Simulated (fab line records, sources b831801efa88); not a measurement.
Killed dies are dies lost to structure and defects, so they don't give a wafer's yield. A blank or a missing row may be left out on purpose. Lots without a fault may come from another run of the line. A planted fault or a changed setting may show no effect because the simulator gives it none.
Problem report in the 8D (eight disciplines) form, filled by code | flow gf180mcu | the parts of the form that need people (team, actions taken, sign-off) are left out

1. THE PROBLEM
platen_rpm at GF_V4_CMP_26 reads a mean of 65.97 rpm on 3 wafers of 2 lots; wafers without a fault read 60.00 rpm with a standard deviation of 0.038. That is +99 or more standard deviations from the usual mean.
The step: polishes, stops on SiO2, t overpolish 15 s, target thk 0 nm.
First seen on wafer L266.6, day 26 19:38, on cmp-01. The record holds 39 wafers of 13 lots with a number at this step. Rule for "out", or "out of limits": more than 4 standard deviations from the usual mean. The other wafers with a number count as sound.

2. WHAT IT IS AND WHAT IT IS NOT
question                    | is                     | is not
which readings at this step | platen_rpm             | motor_current_A, overpolish_run_s
which lots                  | L266, L267             | L260, L261, L262, L263, L268, L271, L276, L278, L279, L280, L282
which wafers of those lots  | L266.6, L267.2, L267.6 | L266.1, L266.4, L267.1
read on which tools         | cmp-01                 | cmp-02
when                        | from day 26 19:38      | up to then (14 sound wafers); but 22 sound wafers of L267, L268, L271, L276, L278, L279, L280, L282 came after

3. SUSPECTS, AND WHAT RULES EACH OUT
Counting: a tool at a process step up to the reading stays a suspect if it ran every lot that is out. Sound lots after the first of them don't rule it out here, since some wafers of a struck lot are sound.
- pvd_sputter-01 at GF_V4_SPUTTER_22 (material TiN, target thk 10 nm, time 40 s): kept. It ran every lot that is out, first L266 (day 26 19:13); its last sound lot up to then is L263 (day 25 22:28).
- cmp-01 at GF_V4_CMP_26 (polishes, stops on SiO2, t overpolish 15 s, target thk 0 nm): kept. It ran every lot that is out, first L266 (day 26 19:38); its last sound lot up to then is L263 (day 25 22:50). Its own readings are out on those wafers: platen_rpm.
- Within cmp-01 at GF_V4_CMP_26: the wafers that are out ran in chamber 2; their sound lot-mates ran in chambers 0, 3.
Left after counting: pvd_sputter-01 at GF_V4_SPUTTER_22, cmp-01 at GF_V4_CMP_26.

4. THE CAUSE (what the simulator had put in)
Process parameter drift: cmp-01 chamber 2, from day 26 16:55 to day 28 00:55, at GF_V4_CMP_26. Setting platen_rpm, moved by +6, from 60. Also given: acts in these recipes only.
Counting left 2 suspects, and this tool is among them.

5. THE CHAIN OF EFFECTS, in route order
Each row: a reading whose mean over the struck wafers that have a number lies more than 3 standard deviations from the usual. Only readings for which the record gives a usual standard deviation are gone through. hours: the time from each lot's start at the first step in this table that gives one to its start at this step, as a median over the lots. sigmas: the change in usual standard deviations.
hours | step         | reading    | usual     | on struck wafers | change | sigmas
0     | GF_V4_CMP_26 | platen_rpm | 60.00 rpm | 65.97            | +5.97  | +99 or more
The process steps in it:
- GF_V4_CMP_26: polishes, stops on SiO2, t overpolish 15 s, target thk 0 nm.

6. WHAT WOULD HAVE CAUGHT IT SOONER
In this record the first reading out of limits was taken at day 26 19:38, 3 hours after the fault began at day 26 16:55.
